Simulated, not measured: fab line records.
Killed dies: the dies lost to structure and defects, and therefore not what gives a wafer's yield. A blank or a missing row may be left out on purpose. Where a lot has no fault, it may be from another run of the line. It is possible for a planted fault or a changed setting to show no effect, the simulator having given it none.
What tool caused it? ; flow sky130 ; 6 lots with 18 wafers sampled at 3 steps, on a route of 708 steps

WHAT EACH GAUGE READ, for each wafer
SKY_LDD_LDN_TW_MEAS_13.
lot;measured;on;LDD_LDN_TW
L589;day 23 15:02;film_metro-04;1477 1477 1475
L593;day 24 20:09;film_metro-02;1477 1482 1488
L595;day 25 07:07;film_metro-04;1571 1566 1573
L603;day 27 11:59;film_metro-03;1465 1464 1457
L609;day 29 18:22;film_metro-04;1459 1472 1461
L612;day 30 16:40;film_metro-04;1475 1474 1476

TOOL THAT RAN EACH LOT (tool first, then ch and the chambers of the sampled wafers, then the start)
lot;SKY_POLY_GATE_ETCH_15;SKY_LDD_LDN_IMPLANT_09
L589;rie_diel-02 ch 0,3, day 17 01:00;implanter-01 ch 0, day 23 14:31
L593;rie_diel-02 ch 1,2, day 18 06:03;implanter-01 ch 0, day 24 19:36
L595;rie_diel-01 ch 0,1, day 18 18:29;implanter-04 ch 0, day 25 06:10
L603;rie_diel-01 ch 1,2,3, day 21 03:35;implanter-04 ch 0, day 27 11:26
L609;rie_diel-01 ch 0,2, day 23 14:48;implanter-04 ch 0, day 29 17:49
L612;rie_diel-03 ch 0,1,3, day 24 13:53;implanter-01 ch 0, day 30 16:07
- SKY_POLY_GATE_ETCH_15: etches BARC in N2/H2, stops on SiO2, time 118.5 s, target depth 110 nm.
- SKY_LDD_LDN_IMPLANT_09

THE ANSWER, worked out from the rows above alone
Rule: the usual values come from the lots themselves. Put in order of their means at a reading, lots are off if they are a third of the lots or fewer, leave a main group of 4 or more, and stand apart from it by a gap of 3 or more times the standard deviation of the main group's means; of several such gaps the widest counts. Not used: any main group whose means are identical at the precision the tables above print for the reading. A lot without any number at a reading at which 4 lots or more have one is off too. All remaining lots with rows at the step are treated as sound.
Off: L595, at SKY_LDD_LDN_TW_MEAS_13 (LDD_LDN_TW). Mean 1472 and standard deviation 7.7 in the main group.
If a tool, at a process step before that reading, ran all the lots that are off and no sound lot after the first of them, it fits. Those tools and the gauges at SKY_LDD_LDN_TW_MEAS_13 are tried in the same way. None of those tried fits.

WHAT HAD BEEN PUT IN BY THE SIMULATOR
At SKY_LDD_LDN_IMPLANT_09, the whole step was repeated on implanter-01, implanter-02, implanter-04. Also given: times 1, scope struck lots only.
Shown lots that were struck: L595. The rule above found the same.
